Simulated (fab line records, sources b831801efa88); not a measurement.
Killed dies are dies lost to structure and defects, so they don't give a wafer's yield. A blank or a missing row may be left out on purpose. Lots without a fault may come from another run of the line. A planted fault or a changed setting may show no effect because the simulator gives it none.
Which tool did it? | flow sky130 | 12 lots, 36 wafers sampled, at 1 step of a route of 708

WHAT THE GAUGES READ, wafer by wafer
SKY_DNWELL_TW_MEAS_09.
lot  | measured    | on            | DNWELL_TW
L281 | day 3 12:26 | film_metro-04 | 1123 1123 1124
L282 | day 3 18:52 | film_metro-04 | 1123 1127 1123
L284 | day 4 02:46 | film_metro-04 | 1126 1119 1122
L285 | day 4 09:50 | film_metro-04 | 1125 1121 1121
L286 | day 4 14:52 | film_metro-03 | 1108 1102 1112
L289 | day 5 04:05 | film_metro-04 | 1122 1114 1122
L291 | day 5 20:20 | film_metro-03 | 1118 1117 1122
L294 | day 6 07:29 | film_metro-03 | 1115 1119 1117
L296 | day 6 19:11 | film_metro-04 | 1114 1113 1121
L297 | day 6 21:55 | film_metro-03 | 1114 1114 1110
L300 | day 7 16:40 | film_metro-02 | 1129 1132 1128
L303 | day 8 07:37 | film_metro-03 | 1120 1118 1126

WHICH TOOL RAN EACH LOT (tool, then ch and the chambers of the sampled wafers, then the start)
The record holds no process step before these readings.

WHAT THE TOOLS THEMSELVES READ (means of the sampled wafers that have a number; where no wafer has one, the mark that the record gives instead)
The record holds no such reading with a usual standard deviation.

THE ANSWER, worked out from the rows above alone
Rule: what is usual is taken from the lots themselves. Put in order of their means at a reading, lots are off if they are a third of the lots or fewer, leave a main group of 4 or more, and stand apart from it by a gap of 3 or more times the standard deviation of the main group's means; of several such gaps the widest counts. A main group whose means are all the same, to the digits that the tables above print for the reading, isn't used. A lot without any number at a reading at which 4 lots or more have one is off too. The other lots that the step has rows for count as sound. The gauges are gone through in route order, then the tools' own readings, and for those a lot's mean is taken as printed above. The first step at which some lot is off is used, and at that step the reading that is off furthest; a lot without a number counts as furthest.
No lot is off at any reading shown: from this, nothing can be told.

WHAT THE SIMULATOR HAD PUT IN
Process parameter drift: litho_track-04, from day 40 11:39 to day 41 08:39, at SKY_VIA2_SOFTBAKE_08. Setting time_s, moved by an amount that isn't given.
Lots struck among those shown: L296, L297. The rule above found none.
